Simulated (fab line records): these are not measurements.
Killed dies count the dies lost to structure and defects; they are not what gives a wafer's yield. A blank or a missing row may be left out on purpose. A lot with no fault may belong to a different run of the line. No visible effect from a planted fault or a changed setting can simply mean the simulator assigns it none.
Chamber matching | flow sky130 | SKY_LI_CONTACT_CMP_02 on cmp-02 has 4 sister chambers
The step polishes PSG. 14 wafers are shown with their chamber, then 7 later ones without.

WAFERS WITH THEIR CHAMBER
wafer  | chamber | motorCurrentA (A) | timeToEndpointS (s)
L708.2 | 3       | 9.8               | 31.7
L708.3 | 1       | 10.9              | 31.8
L708.6 | 3       | 9.9               | 34.4
L709.1 | 2       | 12.9              | 32.8
L709.2 | 1       | 11.4              | 33.8
L709.5 | 0       | 12.9              | 30.9
L713.1 | 1       | 11.0              | 35.4
L713.2 | 2       | 11.4              | 33.2
L713.3 | 0       | 11.7              | 32.1
L715.1 | 2       | 12.7              | 35.6
L715.2 | 1       | 10.4              | 32.6
L715.5 | 0       | 12.5              | 32.4
L720.2 | 0       | 12.5              | 36.9
L720.5 | 0       | 12.4              | 28.5

SIGNATURES (averages over the wafers above)
reading         | chamber 0 | chamber 1 | chamber 2 | chamber 3 | scatter within a chamber
motorCurrentA   | 12.400    | 10.925    | 12.333    | 9.850     | 0.51
timeToEndpointS | 32.160    | 33.400    | 33.867    | 33.050    | 2.3
Rule: a wafer lies at a distance from a chamber equal to the root of the sum of squares, over the readings, of (its reading less the chamber's mean, divided by the reading's scatter). If the next closest chamber is less than 2 further off than the closest, the wafer can't be placed; otherwise it belongs to the closest. The scatter: the root of (the sum of the squares of (reading less its chamber's mean) over the shown wafers, divided by (wafers less chambers)).

WAFERS WITHOUT THEIR CHAMBER
wafer  | motorCurrentA (A) | timeToEndpointS (s)
L720.6 | 9.8               | 35.3
L721.1 | 12.2              | 34.3
L721.3 | 11.4              | 32.5
L721.5 | 10.1              | 34.1
L725.1 | 10.0              | 37.3
L725.3 | 12.8              | 36.4
L725.5 | 11.8              | 35.8

WHICH CHAMBER EACH WENT THROUGH
wafer  | from the rows above          | in truth
L720.6 | can't be placed: 3 or 1      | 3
L721.1 | can't be placed: 2 or 0      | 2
L721.3 | can't be placed: 1 or 2 or 0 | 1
L721.5 | can't be placed: 3 or 1      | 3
L725.1 | can't be placed: 3 or 1      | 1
L725.3 | can't be placed: 2 or 0      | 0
L725.5 | can't be placed: 2 or 0 or 1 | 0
Placed correctly: 0 of 7. From these rows, 7 cannot be placed; in 7 the true chamber is one of the candidates. Wrongly placed: 0.
